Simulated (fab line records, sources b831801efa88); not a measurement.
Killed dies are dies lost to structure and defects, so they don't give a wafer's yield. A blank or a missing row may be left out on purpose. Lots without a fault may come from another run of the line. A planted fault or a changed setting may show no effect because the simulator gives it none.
Which tool did it? | flow gf180mcu | 6 lots, 18 wafers sampled, at 3 steps of a route of 602

WHAT THE GAUGES READ, wafer by wafer
GF_V5_THK_MEAS_03.
lot  | measured     | on            | V5_CVD_02_THK (nm)
L337 | day 28 09:47 | film_metro-02 | 1436 1456 1461
L339 | day 29 03:26 | film_metro-04 | 1372 1380 1381
L344 | day 30 09:21 | film_metro-04 | 1427 1448 1461
L348 | day 31 13:02 | film_metro-02 | 1432 1448 1466
L351 | day 32 08:16 | film_metro-02 | 1436 1437 1449
L354 | day 32 23:14 | film_metro-02 | 1452 1443 1471

WHICH TOOL RAN EACH LOT (tool, then ch and the chambers of the sampled wafers, then the start)
lot  | GF_MIM_SPUTTER_01            | GF_V5_CVD_02
L337 | pvd_sputter-02, day 26 16:50 | pecvd-01 ch 1,2, day 28 09:41
L339 | pvd_sputter-01, day 27 10:23 | pecvd-01 ch 0,1,2, day 29 03:19
L344 | pvd_sputter-01, day 28 18:28 | pecvd-02 ch 1,2, day 30 09:13
L348 | pvd_sputter-02, day 29 23:21 | pecvd-02 ch 1,2, day 31 12:55
L351 | pvd_sputter-01, day 30 19:29 | pecvd-02 ch 0,2, day 32 08:09
L354 | pvd_sputter-02, day 31 11:20 | pecvd-04 ch 1,2, day 32 23:00
- GF_MIM_SPUTTER_01: material TiN, target thk 30 nm, time 25 s.
- GF_V5_CVD_02: deposits SiO2 from TEOS, target thk 1450 nm, time 163.28 s.

THE ANSWER, worked out from the rows above alone
Rule: what is usual is taken from the lots themselves. Put in order of their means at a reading, lots are off if they are a third of the lots or fewer, leave a main group of 4 or more, and stand apart from it by a gap of 3 or more times the standard deviation of the main group's means; of several such gaps the widest counts. A main group whose means are all the same, to the digits that the tables above print for the reading, isn't used. A lot without any number at a reading at which 4 lots or more have one is off too. The other lots that the step has rows for count as sound.
Off: L339, at GF_V5_THK_MEAS_03 (V5_CVD_02_THK). The main group: mean 1448 nm, standard deviation 5.
A tool fits if, at a process step before that reading, it ran every lot that is off, and no sound lot after the first of them. The gauges at GF_V5_THK_MEAS_03 are tried like those tools. One fits: pecvd-01 at GF_V5_CVD_02. Its last sound lot is L337 (day 28 09:41), its first lot that is off L339 (day 29 03:19): a fault that began between those two fits.

WHAT THE SIMULATOR HAD PUT IN
Process parameter drift: pecvd-01, from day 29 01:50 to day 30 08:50, at GF_V5_CVD_02. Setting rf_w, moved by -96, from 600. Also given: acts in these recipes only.
Lots struck among those shown: L339. The rule above found the same.
